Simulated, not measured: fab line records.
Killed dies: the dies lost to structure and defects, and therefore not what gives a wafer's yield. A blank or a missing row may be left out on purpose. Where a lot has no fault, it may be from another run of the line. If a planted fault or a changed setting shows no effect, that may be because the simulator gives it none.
Split-lot trial    flow sky130    route with 708 steps; 5 lots, 23 wafers read

== SPLIT DETAILS ==
At SKY_VT_ADJUST_HVTR_IMPLANT_09, the setting dose-cm2 was moved away from the recipe's 2.1e+12 on 8 of the 23 wafers read, by +4.4% to +6.5%. The other wafers ran this setting at the recipe's value.

== FROM THE SPLIT TO THE READING: what the file shows between them, 1 step ==
- SKY_VT_ADJUST_HVTR_STRIP_10: strips in O2/N2

== THE READING ==
VT_ADJUST_HVTR_TW, at SKY_VT_ADJUST_HVTR_TW_MEAS_11. A value of 213.1 with a standard deviation of 1.2 is what fault-free wafers of this fab line usually give.

wafer   tool, chamber at the split  dose-cm2 as run  against the recipe  VT_ADJUST_HVTR_TW  against lot-mates on the recipe
L077.1  implanter-04, 0             2.223e+12        +5.9%               216.1              +3.0
L077.2  implanter-04, 0             2.223e+12        +5.9%               216.3              +3.2
L077.3  implanter-04, 0             2.1e+12          recipe              213.4              -
L077.5  implanter-04, 0             2.223e+12        +5.9%               216.2              +3.1
L077.6  implanter-04, 0             2.1e+12          recipe              212.7              -
L080.2  implanter-04, 0             2.1e+12          recipe              213.1              -
L080.4  implanter-04, 0             2.1e+12          recipe              213.1              -
L080.5  implanter-04, 0             2.1e+12          recipe              213.9              -
L082.1  implanter-04, 0             2.236e+12        +6.5%               214.8              +2.4
L082.3  implanter-04, 0             2.1e+12          recipe              213.5              -
L082.4  implanter-04, 0             2.1e+12          recipe              211.2              -
L082.5  implanter-04, 0             2.1e+12          recipe              212.5              -
L082.6  implanter-04, 0             2.236e+12        +6.5%               217.0              +4.6
L084.1  implanter-03, 0             2.1e+12          recipe              214.4              -
L084.2  implanter-03, 0             2.1e+12          recipe              214.9              -
L084.3  implanter-03, 0             2.1e+12          recipe              214.6              -
L084.5  implanter-03, 0             2.1e+12          recipe              215.2              -
L084.6  implanter-03, 0             2.1e+12          recipe              215.9              -
L085.1  implanter-02, 0             2.193e+12        +4.4%               216.8              +2.2
L085.2  implanter-02, 0             2.193e+12        +4.4%               217.8              +3.2
L085.3  implanter-02, 0             2.193e+12        +4.4%               217.6              +3.0
L085.4  implanter-02, 0             2.1e+12          recipe              213.7              -
L085.5  implanter-02, 0             2.1e+12          recipe              215.5              -

THE FIT
A straight line over all 23 wafers: VT_ADJUST_HVTR_TW changes by +0.455 for each +1% of dose-cm2; r = +0.70; the points scatter about the line by 1.3.
The same after taking each lot's own level away (the mean of its wafers on the recipe; 23 wafers): +0.558 for each +1%; r = +0.92; scatter 0.68.
On that fit, the largest move of dose-cm2 shifts the reading by 3.6.
Measured against the standard deviation above, the lots' own levels, which go from 212.40 to 215.00, span 2.2 times it.
So the lot-to-lot level blurs the effect unless lot-mates are compared.
Check: +3.89 against its lot-mates is what the line predicts for one of the wafers moved furthest among these (+6.5%) when that wafer is left out of the fit. It came out at +2.4 against them.

== THESE WAFERS: OTHER SPLITS ==
Note: prior to the reading, these wafers also went through further splits. Each is held against what the fit with the lots' levels taken away leaves over:
other split on the same wafers            wafers away from the commonest value  r with VT_ADJUST_HVTR_TW (lot level and that fit taken away)
SKY_VT_ADJUST_LVTN_COAT_13 resist-thk-nm  8                                     -0.18
SKY_VT_ADJUST_NCORE_EXPOSE_04 dose-mj     7                                     +0.15

== THE FILE'S OWN FIT ==
VT_ADJUST_HVTR_TW changes by +0.559 for each +1% of dose-cm2, r = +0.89.
